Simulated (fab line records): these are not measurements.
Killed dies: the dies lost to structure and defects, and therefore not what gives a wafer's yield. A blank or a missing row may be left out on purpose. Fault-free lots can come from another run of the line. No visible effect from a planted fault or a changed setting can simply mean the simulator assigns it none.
Struck lot and sound lot, side by side ; flow gf180mcu ; 15 out of 602 route steps
Sound: the wafers L261.3, L261.4, L261.5. The struck wafers were L269.2, L269.3, L269.6. The cause comes at the end.
Order at every step that has rows: each side's tool, ch and its chambers, its first start. Under that, the readings that differ: sound wafers ; struck wafers ; difference of the means ; sigmas: that difference in standard deviations of wafers without a fault.
alike: readings with means less than 2 such deviations apart, plus words and numbers identical on both sides. not compared: withheld readings, readings lacking a value on some wafer, bounds such as >300 that could conceal the same value, and numbers that have no deviation in the record and whose values overlap.
The two part at a step that has a row with sigmas, a row that says differs or no value, or rows on one side only. Numbers that don't overlap but have no deviation are shown without sigmas and don't part them. A reading that every wafer of one side lacks parts them only if that side has two wafers or more.

first, 3 steps without rows for these wafers: GF_V2_EXPOSE_11 (exposes mask Via2, target cd 260 nm); GF_V2_PEB_12 (peb time 90 s); GF_V2_DEVELOP_13 (develop time 60 s).
GF_V2_CD_MEAS_14: target cd 260 nm.
  sound: cd-sem-02 at day 21 05:33; struck: cd-sem-02 at day 24 12:08
reading;sound;struck;difference;sigmas
cd-nm (nm);262.2 262.2 261.2;257.4 258.3 258.6;-3.8;-3
GF_V2_OVL_MEAS_15:
  sound: overlay-01 at day 21 05:38; struck: overlay-01 at day 24 12:14
reading;sound;struck;difference;sigmas
V2_OVL (nm);7 3 7;-5 -3 -4;-10;-2
GF_V2_ETCH_16: etches BARC in N2/H2.
  sound on rie-diel-01 ch 1,2, day 21 05:40; struck on rie-diel-02 ch 1,2,3, day 24 12:16
reading;sound;struck;difference;sigmas
rf-fwd-power-W (W);492.8 496.7 490.4;497.8 497.4 497.0;+4.1;+2
  alike: drypump-motor-current-A, n2-flow-sccm, oes-product-au, throttle-valve-pct
GF_V2_ETCH_17: etches SiO2 in C4F8/O2/Ar, stops on TiN, target depth 630 nm.
  sound on rie-diel-01 ch 1,2; struck on rie-diel-02 ch 1,2,3
  alike: oes-product-au, rf-fwd-power-W
GF_V2_STRIP_18: strips in O2/N2.
  sound on plasma-asher-04 ch 0,1, day 21 05:50; struck on plasma-asher-04 ch 0,1, day 24 12:23
  alike: drypump-motor-current-A, heater-power-w, n2-flow-sccm, oes-product-au
  not compared: rf-hours-counter-h
then, 2 steps without rows for these wafers: GF_V2_STRIP_19 (strips in post etch residue remover, time 1200 s); GF_V2_CLEAN_20 (cleans in DIW).
GF_V2_SPUTTER_21: material Ti, target thk 15 nm, time 80.02 s.
  sound: pvd-sputter-01 at day 21 06:20; struck: pvd-sputter-03 at day 24 12:56
  alike: throttle-valve-pct
GF_V2_SPUTTER_22: material TiN, target thk 10 nm, time 40 s.
  sound: pvd-sputter-01 at day 21 06:23; struck: pvd-sputter-03 at day 24 13:01
  alike: throttle-valve-pct
GF_V2_CVD_23: deposits W, target thk 350 nm, time 104.94 s.
  sound on cvd-w-02 ch 0,1, day 21 06:28; struck on cvd-w-02 ch 0,1, day 24 13:02
reading;sound;struck;difference;sigmas
model.W_of_V2_CVD_23.thk-nm (nm);358.4 349.8 350.1;199.6 199.3 198.9;-153.5;
  alike: heater-power-outer-w, heater-power-w
GF_V2_RS_MEAS_24: measurement is done with a four-point probe.
  sound: film-metro-01 at day 21 06:35; struck: film-metro-04 at day 24 13:28
reading;sound;struck;difference;sigmas
V2_W_RS (ohm/sq);0.319 0.327 0.326;0.578 0.580 0.579;+0.255;+77
  not compared: hold
GF_PASSIVATION_PROBE_99:
  the record holds rows for the sound wafers here (prober-02, day 29 20:12) but none for the struck ones

WHERE THEY PART
Earliest at GF_V2_CD_MEAS_14; latest, in this record, at GF_PASSIVATION_PROBE_99.

WHY: whatever the simulator had introduced
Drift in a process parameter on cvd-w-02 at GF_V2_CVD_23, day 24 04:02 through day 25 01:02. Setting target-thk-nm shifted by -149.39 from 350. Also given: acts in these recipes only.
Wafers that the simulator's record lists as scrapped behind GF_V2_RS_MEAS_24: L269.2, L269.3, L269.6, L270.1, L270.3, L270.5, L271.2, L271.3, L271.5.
